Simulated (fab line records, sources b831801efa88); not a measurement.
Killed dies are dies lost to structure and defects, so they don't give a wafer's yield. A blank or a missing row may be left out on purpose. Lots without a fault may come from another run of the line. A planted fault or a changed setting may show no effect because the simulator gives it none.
Problem report in the 8D (eight disciplines) form, filled by code | flow gf180mcu | the parts of the form that need people (team, actions taken, sign-off) are left out

1. THE PROBLEM
V1_CVD_02_THK at GF_V1_THK_MEAS_03 reads a mean of 604 nm on 6 wafers of 2 lots; wafers without a fault read 850 nm with a standard deviation of 12. That is -21 standard deviations from the usual mean.
First seen on wafer L701.1, day 19 12:05, on film_metro-04. The record holds 36 wafers of 12 lots with a number at this step. Rule for "out", or "out of limits": more than 4 standard deviations from the usual mean. The other wafers with a number count as sound.

2. WHAT IT IS AND WHAT IT IS NOT
question                    | is                           | is not
which readings at this step | V1_CVD_02_THK                | -
which lots                  | L701, L702                   | L695, L696, L699, L700, L711, L712, L714, L715, L716, L718
which wafers of those lots  | all that have a number       | -
read on which gauges        | film_metro-02, film_metro-04 | film_metro-03
when                        | from day 19 12:05            | up to then (12 sound wafers); but 18 sound wafers of L711, L712, L714, L715, L716, L718 came after

3. SUSPECTS, AND WHAT RULES EACH OUT
Counting: a tool at a process step up to the reading stays a suspect if it ran every lot that is out and no sound lot after the first of them.
- the gauge at GF_V1_THK_MEAS_03: ruled out. The wafers that are out were read on 2 gauges (film_metro-02, film_metro-04).
- pecvd-04 at GF_V1_CVD_02 (deposits SiO2 from TEOS, target thk 850 nm, time 94.851 s): ruled out as a lasting fault. Sound lots L714 ran on it after its first lot that is out, L701 (day 19 12:01).
Left after counting: nothing in the record.

4. THE CAUSE (what the simulator had put in)
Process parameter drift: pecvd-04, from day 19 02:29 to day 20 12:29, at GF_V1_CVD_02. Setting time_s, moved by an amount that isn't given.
Counting ruled it out, wrongly: the rule takes a fault to strike every lot that its tool runs from its start on, and this one did not.

5. THE CHAIN OF EFFECTS, in route order
Each row: a reading whose mean over the struck wafers that have a number lies more than 3 standard deviations from the usual. Only readings for which the record gives a usual standard deviation are gone through. hours: the time from each lot's start at the first step in this table that gives one to its start at this step, as a median over the lots. sigmas: the change in usual standard deviations.
hours | step              | reading        | usual      | on struck wafers | change | sigmas
0     | GF_V1_CVD_02      | run_length_s   | 122.9 s    | 96.8             | -26.1  | -47
0     | GF_V1_THK_MEAS_03 | V1_CVD_02_THK  | 850 nm     | 604              | -246   | -21
-     | GF_V1_ETCH_17     | oes_product_au | 0.856 a.u. | 0.834            | -0.022 | -5.3
The process steps in it:
- GF_V1_CVD_02: deposits SiO2 from TEOS, target thk 850 nm, time 94.851 s.
- GF_V1_ETCH_17: etches SiO2 in C4F8/O2/Ar, stops on TiN, target depth 630 nm.
Readings that are blank on the struck wafers while sound wafers have them: rf_fwd_power_W at GF_V1_CVD_02.
Later measuring or inspecting steps at which every struck wafer that the step has a row for has a number for every such reading, and none has moved that far: GF_V2_RS_MEAS_24.

6. WHAT WOULD HAVE CAUGHT IT SOONER
In this record the first reading out of limits at a measuring or inspecting step was taken at day 19 12:05, 10 hours after the fault began at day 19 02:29.
The tool's own readings at GF_V1_CVD_02 were out on every struck wafer that the step has a row for (run_length_s): an alarm limit on them would have fired on the first of those.
